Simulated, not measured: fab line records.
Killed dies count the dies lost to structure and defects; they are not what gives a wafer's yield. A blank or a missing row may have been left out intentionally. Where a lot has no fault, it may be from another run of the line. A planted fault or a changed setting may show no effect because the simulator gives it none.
A struck lot beside a sound one    flow sky130    43 out of 708 route steps
Sound: these wafers, L715.2, L715.5, L715.6. Wafers struck: L710.3, L710.5, L710.6. The cause is named last.
For every step that has rows: the tool of each side, followed by ch and its chambers, followed by its first start. Under that, the readings that differ: sound wafers    struck wafers    difference of the means    sigmas: that difference in standard deviations of wafers without a fault.
alike: a reading whose means differ by less than 2 such deviations, as well as words and numbers matching on both sides. not compared: withheld readings; readings where some wafer has no value; bounds like >300 that might hide an equal value; numbers whose values overlap and for which the record gives no deviation.
A row with sigmas, a row that says differs or no value, or rows on one side alone: a step with any of these is where the two part. Numbers that don't overlap but have no deviation are shown without sigmas and don't part them. A reading that every wafer of one side lacks parts them only if that side has two wafers or more.

first, 6 steps without rows for these wafers: SKY_METAL4_COAT_07 (resist thk 60 nm); SKY_METAL4_COAT_08 (resist thk 1140 nm); SKY_METAL4_SOFTBAKE_09 (time 90 s); SKY_METAL4_EXPOSE_10 (exposes mask MM4, target cd 300 nm); SKY_METAL4_PEB_11; SKY_METAL4_DEVELOP_12 (develop time 60 s).
SKY_METAL4_CD_MEAS_13 targets a cd of 300 nm.
  struck on cd-sem-01, day 43 15:21; sound on cd-sem-01, day 44 23:05
  alike: cd-nm
SKY_METAL4_OVL_MEAS_14:
  struck on overlay-02, day 43 15:26; sound on overlay-02, day 44 23:12
  alike: METAL4_OVL
SKY_METAL4_DESCUM_15: chemistry O2, time 8 s.
  sound on rie-metal-04 ch 0,1, day 44 23:14; struck on rie-metal-02 ch 1, day 43 15:29
  alike: drypump-motor-current-A, oes-product-au
  not compared: rf-hours-counter-h
SKY_METAL4_ETCH_16: etches BARC in N2/H2, stops on SiO2, time 88.2 s, target depth 60 nm.
  sound on rie-metal-04 ch 0,1, day 44 23:16; struck on rie-metal-02 ch 1, day 43 15:35
  alike: drypump-motor-current-A, oes-product-au, throttle-valve-pct
  not compared: rf-hours-counter-h
SKY_METAL4_ETCH_17: etches SiO2 in C4F8/O2/Ar, stops on TiN, time 3.9 s, target depth 15 nm.
  sound on rie-diel-03 ch 0,2,3, day 44 23:22; struck on rie-diel-02 ch 0,1,3, day 43 15:43
  alike: oes-product-au
  not compared: rf-hours-counter-h
then, 1 step without rows for these wafers: SKY_METAL4_METAL_ETCH_18 (etches the open film in Cl2/BCl3, stops on SiO2, target depth 845 nm, time 183.1 s).
SKY_METAL4_STRIP_19: strips in O2/N2.
  sound on plasma-asher-02 ch 0,1, day 44 23:37; struck on plasma-asher-04 ch 0,1, day 43 16:08
  alike: drypump-motor-current-A, oes-product-au, strip-time-to-endpoint-s
  not compared: rf-hours-counter-h
then, 4 steps without rows for these wafers: SKY_METAL4_STRIP_20 (strips in post etch residue remover, time 1200 s); SKY_METAL4_CLEAN_21 (cleans in IPA, time 180 s); SKY_METAL4_CLEAN_22 (cleans in O3/DIW); SKY_VIA4_HDPCVD_00 (deposits SiO2, target thk 1750 nm, time 291.7 s).
SKY_VIA4_THK_MEAS_01:
  struck on film-metro-03, day 43 16:54; sound on film-metro-03, day 45 00:24
  alike: VIA4_HDPCVD_THK
then, 1 step without rows for these wafers: SKY_VIA4_CMP_02 (polishes SiO2).
SKY_VIA4_BOW_MEAS_03:
  struck on film-metro-03, day 43 17:17; sound on film-metro-04, day 45 01:02
  alike: VIA4_BOW
then, 7 steps without rows for these wafers: SKY_VIA4_DEHYDRATE_04 (time 60 s); SKY_VIA4_HMDS_05 (prime time 60 s); SKY_VIA4_COAT_06 (resist thk 1140 nm); SKY_VIA4_SOFTBAKE_07 (time 60 s); SKY_VIA4_EXPOSE_08 (exposes mask VIM4, target cd 800 nm); SKY_VIA4_PEB_09; SKY_VIA4_DEVELOP_10 (develop time 60 s).
SKY_VIA4_OVL_MEAS_11:
  struck on overlay-02, day 44 15:28; sound on overlay-01, day 45 22:14
  alike: VIA4_OVL
then, 7 steps without rows for these wafers: SKY_VIA4_ETCH_12 (etches SiO2 in C4F8/O2/Ar, stops on TiN, target depth 580 nm); SKY_VIA4_STRIP_13 (strips in O2/N2); SKY_VIA4_STRIP_14 (strips in post etch residue remover, time 1200 s); SKY_VIA4_CLEAN_15 (cleans in IPA, time 180 s); SKY_VIA4_CLEAN_16 (cleans in O3/DIW); SKY_VIA4_SPUTTER_17 (material TiN, target thk 20 nm, time 80 s); SKY_VIA4_CVD_18 (deposits W, target thk 505 nm, time 152.14 s).
SKY_VIA4_RS_MEAS_19: the measuring method here is four-point-probe.
  struck on film-metro-03, day 44 16:24; sound on film-metro-03, day 45 23:17
  alike: VIA4_W_RS
SKY_VIA4_THK_MEAS_20: measures by xrf.
  struck on film-metro-03, day 44 16:30; sound on film-metro-03, day 45 23:23
  alike: VIA4_W_THK
then, 1 step without rows for these wafers: SKY_VIA4_CMP_21 (polishes, stops on SiO2, t overpolish 25 s, target thk 0 nm).
SKY_METAL5_SPUTTER_00: material Ti, target thk 15 nm, time 10 s.
  struck on pvd-sputter-04, day 44 17:08; sound on pvd-sputter-01, day 46 00:06
  alike: throttle-valve-pct
then, 2 steps without rows for these wafers: SKY_METAL5_SPUTTER_01 (material TiN, target thk 20 nm, time 16.7 s); SKY_METAL5_SPUTTER_02 (material AlCu, target thk 1150 nm, time 61.2 s).
SKY_METAL5_SPUTTER_03: material Ti, target thk 5 nm, time 3.3 s.
  struck on pvd-sputter-04, day 44 17:13; sound on pvd-sputter-01, day 46 00:12
  alike: throttle-valve-pct
-- the record jumps here: 3 days lie between the struck wafers' starts before and after (it left off in module METAL5 and takes up again in module PAD_OPEN, whose first step shown is number 708 of the route) --
SKY_PAD_OPEN_PROBE_99:
  the record has rows for the struck wafers here (prober-02, day 47 10:59) and none for the sound ones

== WHERE THEY PART ==
Within this record, at SKY_PAD_OPEN_PROBE_99 only.

WHY: whatever the simulator had introduced
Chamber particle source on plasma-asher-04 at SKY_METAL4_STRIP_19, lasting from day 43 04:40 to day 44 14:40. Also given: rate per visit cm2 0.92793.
